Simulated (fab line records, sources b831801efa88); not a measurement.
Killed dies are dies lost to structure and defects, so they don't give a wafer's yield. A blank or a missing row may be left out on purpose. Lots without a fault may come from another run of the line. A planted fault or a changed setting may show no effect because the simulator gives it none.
Problem report in the 8D (eight disciplines) form, filled by code | flow sky130 | the parts of the form that need people (team, actions taken, sign-off) are left out

1. THE PROBLEM
bias_w at SKY_CONTACT_ETCH_17 reads a mean of 1309 W on 6 wafers of 2 lots; wafers without a fault read 1200 W with a standard deviation of 3.4. That is +32 standard deviations from the usual mean.
The step: etches SiO2 in C4F8/O2/Ar, stops on Si3N4, target depth 340 nm.
First seen on wafer L202.1, day 35 19:42, on rie_diel-01. The record holds 39 wafers of 13 lots with a number at this step. Rule for "out", or "out of limits": more than 4 standard deviations from the usual mean. The other wafers with a number count as sound.

2. WHAT IT IS AND WHAT IT IS NOT
question                    | is                     | is not
which readings at this step | bias_w                 | oes_product_au
which lots                  | L202, L203             | L192, L193, L194, L198, L199, L200, L204, L205, L209, L212, L213
which wafers of those lots  | all that have a number | -
read on which tools         | rie_diel-01            | rie_diel-02, rie_diel-03
when                        | from day 35 19:42      | up to then (18 sound wafers); but 15 sound wafers of L204, L205, L209, L212, L213 came after

3. SUSPECTS, AND WHAT RULES EACH OUT
Counting: a tool at a process step up to the reading stays a suspect if it ran every lot that is out and no sound lot after the first of them.
- rie_diel-01 at SKY_CONTACT_ETCH_17 (etches SiO2 in C4F8/O2/Ar, stops on Si3N4, target depth 340 nm): ruled out as a lasting fault. Sound lots L212 ran on it after its first lot that is out, L202 (day 35 19:42).
Left after counting: nothing in the record.

4. THE CAUSE (what the simulator had put in)
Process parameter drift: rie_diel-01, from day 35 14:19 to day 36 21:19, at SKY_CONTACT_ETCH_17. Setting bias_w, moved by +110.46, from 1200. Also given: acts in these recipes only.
Counting ruled it out, wrongly.

5. THE CHAIN OF EFFECTS, in route order
Each row: a reading whose mean over the struck wafers that have a number lies more than 3 standard deviations from the usual. Only readings for which the record gives a usual standard deviation are gone through. hours: the time from each lot's start at the first step in this table that gives one to its start at this step, as a median over the lots. sigmas: the change in usual standard deviations.
hours | step                | reading | usual  | on struck wafers | change | sigmas
0     | SKY_CONTACT_ETCH_17 | bias_w  | 1200 W | 1309             | +109   | +32
The process steps in it:
- SKY_CONTACT_ETCH_17: etches SiO2 in C4F8/O2/Ar, stops on Si3N4, target depth 340 nm.

6. WHAT WOULD HAVE CAUGHT IT SOONER
In this record the first reading out of limits was taken at day 35 19:42, 5 hours after the fault began at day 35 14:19.
